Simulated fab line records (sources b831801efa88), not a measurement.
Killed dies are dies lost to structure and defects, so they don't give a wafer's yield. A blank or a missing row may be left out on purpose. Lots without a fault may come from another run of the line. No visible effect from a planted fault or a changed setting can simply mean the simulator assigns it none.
A struck lot beside a sound one -- flow gf180mcu -- 15 out of 602 route steps
Sound: these wafers, L119.1, L119.2, L119.6. Struck: wafers L121.1, L121.4, L121.5. The cause comes at the end.
At each step with rows: each side's tool, then ch and its chambers, then its first start. Under that, the readings that differ: sound wafers -- struck wafers -- difference of the means -- sigmas: that difference in standard deviations of wafers without a fault.
alike: readings whose means differ by less than 2 such deviations, and words and numbers that are the same on both sides. not compared: withheld readings, readings that some wafer has no value for, bounds like >300 that may hide the same value, and numbers for which the record gives no deviation and whose values overlap.
Wherever a step has rows on one side only, a row that says differs or no value, or a row with sigmas, the two part there. When numbers do not overlap yet have no deviation, they are printed without sigmas and do not part them. Lack of a reading on every wafer of one side parts them only where that side has two or more wafers.

GF_M1_SPUTTER_04: material TiN, target thk 50 nm, time 41.7 s.
  struck on pvdSputter-03, day 19 05:12; sound on pvdSputter-03, day 18 17:04
  alike: throttleValvePct
GF_M1_RS_MEAS_05: measurement is done with a four-point probe.
  struck on filmMetro-02, day 19 05:14; sound on filmMetro-04, day 18 17:07
  alike: M1_ALCU_RS
GF_M1_THK_MEAS_06: measures by xrf.
  struck on filmMetro-02, day 19 05:22; sound on filmMetro-04, day 18 17:14
  alike: M1_ALCU_THK
then, 7 steps without rows for these wafers: GF_M1_DEHYDRATE_07 (time 60 s); GF_M1_HMDS_08 (prime time 60 s); GF_M1_COAT_09 (resist thk 1000 nm); GF_M1_SOFTBAKE_10 (time 60 s); GF_M1_EXPOSE_11 (exposes mask Metal1, target cd 230 nm); GF_M1_PEB_12 (peb time 90 s); GF_M1_DEVELOP_13 (develop time 60 s).
GF_M1_CD_MEAS_14: the cd target is 230 nm.
  struck on cdSem-01, day 20 05:32; sound on cdSem-02, day 19 17:00
  alike: cdNm
GF_M1_OVL_MEAS_15:
  struck on overlay-01, day 20 05:39; sound on overlay-02, day 19 17:07
  alike: M1_OVL
GF_M1_METAL_ETCH_16: etches the open film in Cl2/BCl3, stops on SiO2, target depth 627.5 nm, time 104.6 s.
  sound on rieMetal-02 ch 0,1, day 19 17:09; struck on rieMetal-02 ch 0,1, day 20 05:41
reading,sound,struck,difference,sigmas
oesProductAu (a.u.),0.965 0.973 0.962,0.923 0.918 0.930,-0.043,-6
rfFwdPowerW (W),796.2 798.0 796.6,658.8 665.7 673.5,-130.9,-48
throttleValvePct (%),28.249 28.238 28.259,28.292 28.327 28.294,+0.056,+6
model.M1.featureDepthNm (nm),596.5 596.6 592.3,544 540.9 559.6,-47,
model.etch.depthNm (nm),596.5 596.6 592.3,544 540.9 559.6,-47,
model.KrF_of_M1_COAT_09.thkNm (nm),737.9 727.7 733.9,772.1 772.8 762,+35.8,
  alike: drypumpMotorCurrentA
  not compared: rfHoursCounterH
GF_M1_STRIP_17: strips in O2/N2.
  sound on plasmaAsher-02 ch 0,1, day 19 17:16; struck on plasmaAsher-01 ch 0,1, day 20 05:48
reading,sound,struck,difference,sigmas
o2FlowSccm (sccm),2980 2986 2988,2993 3004 3011,+18,+2
oesProductAu (a.u.),0.553 0.548 0.552,0.569 0.569 0.568,+0.018,+3
stripTimeToEndpointS (s),7.91 7.79 7.86,8.23 8.24 8.13,+0.35,+7
  alike: drypumpMotorCurrentA, heaterPowerW
  not compared: rfHoursCounterH
then, 1 step without rows for these wafers: GF_M1_STRIP_18 (strips in post etch residue remover, time 1200 s).

WHERE THEY PART
First at GF_M1_METAL_ETCH_16; last, within this record, at GF_M1_STRIP_17.

WHY: what the simulator had put in
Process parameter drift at GF_M1_METAL_ETCH_16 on rieMetal-02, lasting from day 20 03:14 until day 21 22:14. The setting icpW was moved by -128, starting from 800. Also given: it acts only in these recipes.
